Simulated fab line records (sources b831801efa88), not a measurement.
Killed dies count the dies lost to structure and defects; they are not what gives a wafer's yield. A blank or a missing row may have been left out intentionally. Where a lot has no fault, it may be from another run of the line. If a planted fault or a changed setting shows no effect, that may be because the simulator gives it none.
fab line records	flow sky130
record: lots: 6	wafers: 16	last_day: 49
route steps=708 shown LI_CONTACT@371 PAD_OPEN@708
lots that met no fault: from a run of the same line without faults
start_h: hours from the record's first day to the start of the lot's first wafer shown	wait_h: hours elapsed since this lot's preceding step	" repeats the value in the row above	L1.1+2: a single row standing in for several wafers	- either no value or no given start	* or withheld: withheld	< > ~ a bound
route shown NAME@n: NAME is a module with steps in the file, n the number in the route of the first one	usual: the fault-free wafers' mean and standard deviation	same: alike in all rows	chamber/n: place in a boat	sites: the reading at each site	_std_site: the standard deviation of these	_edge_site: outer sites' mean less inner sites'	radius_mm: how far each site lies from the wafer's centre	mask NAME#n: copy n	behind: the most recent tool/chamber to have shaped the wafer	hold: reason for holding the lot/hours on hold/outcome of the hold	device: whichever transistor did not switch (one of n, p or np)	end of line: at the end of the route, the tests of the same wafers	where a step has no rows: the recipe by itself	killed: not the wafer's yield, but the dies lost to structure and defects at the first sort	map: the dies of a wafer, with x for killed, . for not killed, _ for no die there
set.NAME: the run value of the setting; set.NAME@STEP: its run value at that earlier step	model.NAME: the simulator's own value behind a step, which no gauge read
a table for each step, a row for each wafer; lots at some steps of the route
services: the hour from which a tool's chamber was out of use, counted from the record's first day as start_h (under 0 if before that day), plus the number of hours and why
== steps ==
step: SKY_LI_CONTACT_EXPOSE_09
recipe: mask_id: LICM1	na: 0.8	source_shape: annular	sigma_inner: 0.55	sigma_outer: 0.85	target_cd_nm: 170	dose_mj: 38
step: SKY_LI_CONTACT_PEB_10
recipe: peb_temp_c: withheld	peb_time_s: withheld	resist: KrF-thick
step: SKY_LI_CONTACT_DEVELOP_11
recipe: develop_time_s: 60	resist: KrF-thick	dev_temp_c: 21
step: SKY_LI_CONTACT_CD_MEAS_12
recipe: target_cd_nm: 170
usual: cd_nm: 170.0/1.3
lot.wafer	tool	chamber	start_h	wait_h	cd_nm
L145.1	cd_sem-02	-	708.34	-	169.5
L145.4	"	-	"	"	170.2
L145.6	"	-	"	"	170.2
L147.1	cd_sem-02	-	740.16	-	170.3
L147.2	"	-	"	"	169.9
L147.3	"	-	"	"	170.1
L149.1	cd_sem-02	-	755.70	-	169.6
L149.3	"	-	"	"	171.6
L149.6	"	-	"	"	168.6
L151.1	cd_sem-02	-	758.40	-	173.0
L151.2	"	-	"	"	172.8
L151.6	"	-	"	"	173.2
L156.2	cd_sem-01	-	794.62	-	170.2
L156.5	"	-	"	"	168.7
L158.2	cd_sem-02	-	805.27	-	170.2
L158.5	"	-	"	"	170.7
step: SKY_LI_CONTACT_OVL_MEAS_13
usual: LI_CONTACT_OVL: -1/6.3
lot.wafer	tool	chamber	start_h	wait_h	LI_CONTACT_OVL[nm]
L145.1	overlay-01	-	708.46	0.1	-5
L145.4	"	-	"	"	-2
L145.6	"	-	"	"	0
L147.1	overlay-02	-	740.28	0.1	-3
L147.2	"	-	"	"	-6
L147.3	"	-	"	"	-5
L149.1	overlay-02	-	755.82	0.1	3
L149.3	"	-	"	"	2
L149.6	"	-	"	"	6
L151.1	overlay-02	-	758.52	0.1	-14
L151.2	"	-	"	"	-5
L151.6	"	-	"	"	-5
L156.2	overlay-02	-	794.72	0.1	-7
L156.5	"	-	"	"	-11
L158.2	overlay-02	-	805.37	0.1	-9
L158.5	"	-	"	"	-9
step: SKY_LI_CONTACT_ETCH_14
recipe: chemistry: N2/H2	target: BARC	ion_energy_ev: 200	source_w: 500	bias_w: 100	pressure_mtorr: 30	n2_flow_sccm: 100	h2_flow_sccm: 200	stop_on: SiO2	time_s: 45.9	target_depth_a: 600
usual: drypump_motor_current_A: 5.8/0.43	oes_product_au: 0.854/0.0047	throttle_valve_pct: 13.225/0.0089
lot.wafer	tool	chamber	start_h	wait_h	drypump_motor_current_A	oes_product_au	rf_hours_counter_h	throttle_valve_pct
L145.1	rie_diel-04	3	708.50	0.0	5.3	0.854	14	13.245
L145.4	"	0	"	"	6.3	0.859	12	13.210
L145.6	"	3	"	"	5.3	0.857	-	13.227
L147.1	rie_diel-02	3	740.32	0.0	6.2	0.867	5	13.235
L147.2	"	2	"	"	5.7	0.846	10	13.219
L147.3	"	1	"	"	5.3	0.854	17	13.234
L149.1	rie_diel-02	1	755.85	0.0	5.3	0.863	17	13.223
L149.3	"	2	"	"	5.7	0.853	10	13.229
L149.6	"	1	"	"	5.3	0.855	-	13.214
L151.1	rie_diel-03	3	758.56	0.0	5.2	0.856	8	13.230
L151.2	"	1	"	"	6.6	0.849	12	13.232
L151.6	"	3	"	"	5.2	0.852	-	13.212
L156.2	rie_diel-03	1	794.75	0.0	6.6	0.850	12	13.225
L156.5	"	3	"	"	5.2	0.854	-	13.213
L158.2	rie_diel-04	2	805.40	0.0	5.7	0.850	3	13.227
L158.5	"	1	"	"	5.9	0.850	-	13.224
step: SKY_LI_CONTACT_ETCH_15
recipe: target: PSG	chemistry: C4F8/O2/Ar	stop_on: Si	taper_deg: 4.15	mask_material: KrF-thick	source_w: 1500	bias_w: 1200	pressure_mtorr: 40	c4f8_flow_sccm: withheld	O2_flow_sccm: 6	Ar_flow_sccm: 300	time_s: withheld	target_depth_a: 6000
usual: oes_product_au: 0.836/0.0047
lot.wafer	tool	chamber	start_h	wait_h	oes_product_au
L145.1	rie_diel-04	3	708.54	0.0	0.836
L145.4	"	0	"	"	0.842
L145.6	"	3	"	"	0.843
L147.1	rie_diel-02	3	740.36	0.0	0.839
L147.2	"	2	"	"	0.836
L147.3	"	1	"	"	0.827
L149.1	rie_diel-02	1	755.90	0.0	0.844
L149.3	"	2	"	"	0.831
L149.6	"	1	"	"	0.830
L151.1	rie_diel-03	3	758.60	0.0	0.848
L151.2	"	1	"	"	0.832
L151.6	"	3	"	"	0.824
L156.2	rie_diel-03	1	794.80	0.0	0.831
L156.5	"	3	"	"	0.830
L158.2	rie_diel-04	2	805.45	0.0	0.833
L158.5	"	1	"	"	0.834
step: SKY_LI_CONTACT_STRIP_16
recipe: chemistry: O2/N2	power_w: 1400	pressure_mtorr: 1500	platen_temp_c: withheld	o2_flow_sccm: 3000	n2_flow_sccm: 300	overash_fraction: 0.5
usual: drypump_motor_current_A: 5.5/0.44	oes_product_au: 0.376/0.0044	strip_time_to_endpoint_s: 3.50/0.033
lot.wafer	tool	chamber	start_h	wait_h	drypump_motor_current_A	oes_product_au	rf_hours_counter_h	strip_time_to_endpoint_s
L145.1	plasma_asher-02	1	708.63	-	5.7	0.373	100	3.50
L145.4	"	1	"	"	5.8	0.378	-	3.49
L145.6	"	1	"	"	5.7	0.376	-	3.50
L147.1	plasma_asher-01	1	740.45	-	5.0	0.377	29	3.47
L147.2	"	0	"	"	6.1	0.379	29	3.48
L147.3	"	1	"	"	5.0	0.379	-	3.50
L149.1	plasma_asher-02	0	755.98	-	5.1	0.375	1	3.55
L149.3	"	0	"	"	5.1	0.372	-	3.50
L149.6	"	0	"	"	5.0	0.378	-	3.51
L151.1	plasma_asher-01	0	758.69	-	6.1	0.379	31	3.55
L151.2	"	1	"	"	5.0	0.371	31	3.45
L151.6	"	1	"	"	5.0	0.382	-	3.55
L156.2	plasma_asher-02	0	794.88	-	5.0	0.380	5	3.53
L156.5	"	1	"	"	5.7	0.380	-	3.56
L158.2	plasma_asher-01	1	805.53	-	5.0	0.375	35	3.42
L158.5	"	0	"	"	6.1	0.372	-	3.53
step: SKY_LI_CONTACT_CLEAN_17
recipe: chemistry: NMP	time_s: 600	temp_c: 60	dry: n2_spin
step: SKY_LI_CONTACT_PRE_CLEAN_18
recipe: gas: Ar	time_s: 5.6	bias_v: 358
step: SKY_LI_CONTACT_SPUTTER_19
recipe: material: Ti	target_thk_nm: 20	chamber_pressure_pa: 5	power_w: 2500	substrate_temp_c: 200	time_s: 106.37
step: SKY_LI_CONTACT_SPUTTER_20
recipe: material: TiN	target_thk_nm: 20	chamber_pressure_pa: 5	power_w: 4000	time_s: 80
usual: throttle_valve_pct: 30.0/1.1
lot.wafer	tool	chamber	start_h	wait_h	throttle_valve_pct
L145.1	pvd_sputter-01	-	709.00	0.0	29.4
L145.4	"	-	"	"	31.5
L145.6	"	-	"	"	30.7
L147.1	pvd_sputter-04	-	740.82	0.0	28.8
L147.2	"	-	"	"	31.1
L147.3	"	-	"	"	29.9
L149.1	pvd_sputter-01	-	756.53	0.0	30.8
L149.3	"	-	"	"	29.9
L149.6	"	-	"	"	31.0
L151.1	pvd_sputter-02	-	759.07	0.0	28.6
L151.2	"	-	"	"	29.5
L151.6	"	-	"	"	29.1
L156.2	pvd_sputter-04	-	795.25	0.0	29.9
L156.5	"	-	"	"	27.9
L158.2	pvd_sputter-01	-	805.92	0.0	29.9
L158.5	"	-	"	"	31.6
step: SKY_LI_CONTACT_CVD_21
recipe: material: W	target_thk_nm: 400	time_s: 120.56	temp_c: 400	pressure_torr: 40
usual: heater_power_w: 795/55
lot.wafer	tool	chamber	start_h	wait_h	heater_power_w	model.W_of_LI_CONTACT_CVD_21.thk_nm
L145.1	cvd_w-01	0	709.06	0.0	740	402.2
L145.4	"	0	"	"	716	404
L145.6	"	1	"	"	846	399.6
L147.1	cvd_w-01	1	740.88	0.0	866	409.7
L147.2	"	0	"	"	732	405.9
L147.3	"	1	"	"	835	414.4
L149.1	cvd_w-02	1	756.60	0.0	756	396.8
L149.3	"	1	"	"	738	400.2
L149.6	"	1	"	"	749	396
L151.1	cvd_w-02	0	759.14	0.0	861	401.3
L151.2	"	1	"	"	745	398.5
L151.6	"	0	"	"	846	393
L156.2	cvd_w-02	0	795.31	0.0	839	397.9
L156.5	"	0	"	"	866	430.7
L158.2	cvd_w-02	1	805.98	0.0	757	398.7
L158.5	"	1	"	"	732	430.7
step: SKY_LI_CONTACT_RS_MEAS_22
recipe: thk_meas_gauge: four-point-probe	reads: W_of_LI_CONTACT_CVD_21+TiN_of_LI_CONTACT_SPUTTER_20+Ti_of_LI_CONTACT_SPUTTER_19
usual: LI_CONTACT_W_RS: 0.286/0.003
lot.wafer	tool	chamber	start_h	wait_h	LI_CONTACT_W_RS[ohm/sq]
L145.1	film_metro-02	-	709.18	0.1	0.283
L145.4	"	-	"	"	0.282
L145.6	"	-	"	"	0.285
L147.1	film_metro-02	-	741.00	0.1	0.278
L147.2	"	-	"	"	0.280
L147.3	"	-	"	"	0.274
L149.1	film_metro-03	-	756.72	0.1	0.287
L149.3	"	-	"	"	0.284
L149.6	"	-	"	"	0.287
L151.1	film_metro-01	-	759.26	0.1	0.285
L151.2	"	-	"	"	0.286
L151.6	"	-	"	"	0.290
L156.2	film_metro-01	-	795.46	0.1	0.287
L156.5	"	-	"	"	0.265
L158.2	film_metro-01	-	806.13	0.1	0.286
L158.5	"	-	"	"	0.265
step: SKY_LI_CONTACT_THK_MEAS_23
recipe: thk_meas_gauge: xrf	reads: W_of_LI_CONTACT_CVD_21
usual: LI_CONTACT_W_THK: 401/7.6
lot.wafer	tool	chamber	start_h	wait_h	LI_CONTACT_W_THK[nm]
L145.1	film_metro-02	-	709.30	0.1	411
L145.4	"	-	"	"	413
L145.6	"	-	"	"	407
L147.1	film_metro-02	-	741.12	0.1	412
L147.2	"	-	"	"	408
L147.3	"	-	"	"	419
L149.1	film_metro-03	-	756.84	0.1	394
L149.3	"	-	"	"	399
L149.6	"	-	"	"	394
L151.1	film_metro-01	-	759.38	0.1	413
L151.2	"	-	"	"	405
L151.6	"	-	"	"	400
L156.2	film_metro-01	-	795.57	0.1	407
L156.5	"	-	"	"	437
L158.2	film_metro-01	-	806.24	0.1	405
L158.5	"	-	"	"	441
step: SKY_LI_CONTACT_CMP_24
recipe: stop_on: PSG	t_overpolish_s: 20	down_force_psi: 3.5	platen_rpm: 60	target_thk_nm: 0	pad_velocity_m_s: 0.94248
usual: motor_current_A: 10.5/1.1
lot.wafer	tool	chamber	start_h	wait_h	motor_current_A
L145.4	cmp-02	2	709.36	0.0	9.0
L145.1	"	1	"	"	11.2
L145.6	"	3	"	"	9.4
L147.3	cmp-02	3	741.23	0.1	9.6
L147.1	"	0	"	"	11.3
L147.2	"	1	"	"	10.8
L149.1	cmp-01	3	756.95	0.1	10.7
L149.3	"	1	"	"	11.2
L149.6	"	2	"	"	9.2
L151.2	cmp-02	3	759.54	0.1	9.8
L151.1	"	0	"	"	11.7
L151.6	"	2	"	"	8.4
L156.2	cmp-02	3	795.67	0.1	10.0
L156.5	"	2	"	"	8.8
L158.2	cmp-01	3	806.51	0.3	10.2
L158.5	"	1	"	"	10.9
step: SKY_PAD_OPEN_PROBE_99
usual: killed_at_M0_to_M3: 43/6.6	killed_at_M4_up: 2.9/1.6	killed_at_contacts: 24/4.9	killed_at_front_end: 15/4.5	killed_at_other: 0.2/0.45	killed_dies: 86/8.8	killed_open: 48/6.4	killed_short: 38/5.6
same: gross_dies: 492	killed_at_back_side: 0
lot.wafer	tool	chamber	start_h	wait_h	killed_at_M0_to_M3	killed_at_M4_up	killed_at_contacts	killed_at_front_end	killed_at_other	killed_dies	killed_open	killed_short
L151.1	prober-01	-	1141.29	0.1	43	2	23	21	0	89	50	39
L151.2	prober-01	-	1141.34	0.1	49	3	21	18	0	91	52	39
L151.6	prober-01	-	1141.54	0.2	37	0	20	13	1	71	39	32
killed by level:class
L151.1 VIA1:geometric_particle:open=11 VIA3:geometric_particle:open=9 LI_CONTACT:geometric_particle:open=8 CONTACT:geometric_particle:open=8 METAL1:geometric_particle:short=7 FIELD_ISO:geometric_particle:open=5 FIELD_ISO:geometric_particle:short=5 LOCAL_INTERCONNECT:geometric_particle:short=4
L151.2 VIA1:geometric_particle:open=14 CONTACT:geometric_particle:open=8 VIA3:geometric_particle:open=7 POLY_GATE:geometric_particle:open=7 CONTACT:geometric_particle:short=7 METAL1:geometric_particle:short=6 FIELD_ISO:geometric_particle:short=6 VIA2:geometric_particle:open=6
L151.6 VIA1:geometric_particle:open=15 CONTACT:geometric_particle:open=6 LI_CONTACT:geometric_particle:open=5 CONTACT:geometric_particle:short=5 VIA1:geometric_particle:short=5 VIA3:geometric_particle:open=5 POLY_GATE:geometric_particle:short=3 SPACER:geometric_particle:short=3
== services ==
tool	chamber	start_h	hours	kind
cmp-02	-	687.06	1.2	repair
cvd_w-02	-	696.38	6.9	pm
plasma_asher-02	-	698.84	2.2	repair
cmp-02	-	710.32	1.0	repair
pvd_sputter-01	-	721.31	8.6	repair
rie_diel-02	3	724.93	6.5	repair
cmp-02	-	731.66	4.1	pm
plasma_asher-02	-	733.75	9.0	pm
plasma_asher-01	-	735.68	1.2	repair
rie_diel-02	0	742.45	4.2	repair
cmp-01	-	744.00	4.0	pm
pvd_sputter-01	-	746.08	0.6	repair
rie_diel-03	-	749.70	0.8	repair
pvd_sputter-04	-	749.74	23.4	repair
cvd_w-01	1	751.73	3.9	repair
cvd_w-01	-	755.25	6.0	pm
plasma_asher-02	-	762.01	2.1	repair
cvd_w-02	-	766.66	0.8	repair
cvd_w-02	-	768.70	2.8	pm
rie_diel-04	2	771.75	20.0	repair
cvd_w-02	-	780.79	1.3	repair
rie_diel-02	-	795.79	0.6	repair
rie_diel-03	-	796.76	0.3	repair
cmp-02	-	805.09	4.1	repair
== key ==
first_sign: step: SKY_LI_CONTACT_RS_MEAS_22	reading: LI_CONTACT_W_RS	direction: down	sigmas: 6.9	usual: 0.286	struck: 0.265
effect: step: SKY_LI_CONTACT_THK_MEAS_23	reading: LI_CONTACT_W_THK	direction: up	sigmas: 5	usual: 401	struck: 439
model_effect: step: SKY_LI_CONTACT_CVD_21	value: W_of_LI_CONTACT_CVD_21.thk_nm	without: 399.8	struck: 430.7
met_at SKY_LI_CONTACT_CVD_21
struck_wafers L156.5,L158.5
tester_left_out L156,L158
onset_between 759.14 795.31
fault: kind: process_parameter_drift	tool: cvd_w-02	chamber: -	onset_h: 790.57	steps: SKY_LI_CONTACT_CVD_21	channel: target_thk_nm	offset: 30.936	shape: step	end_h: 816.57	scope: struck_wafers_only	acts_in: these_recipes_only	stated: 400
tester_left_out: of these lots the tester's yield and bins aren't shown, on N5 and GAA mostly nor the transistor test; their killed dies are dies lost to structure and defects alone, not to doping, threshold or leakage, so they don't give the yield
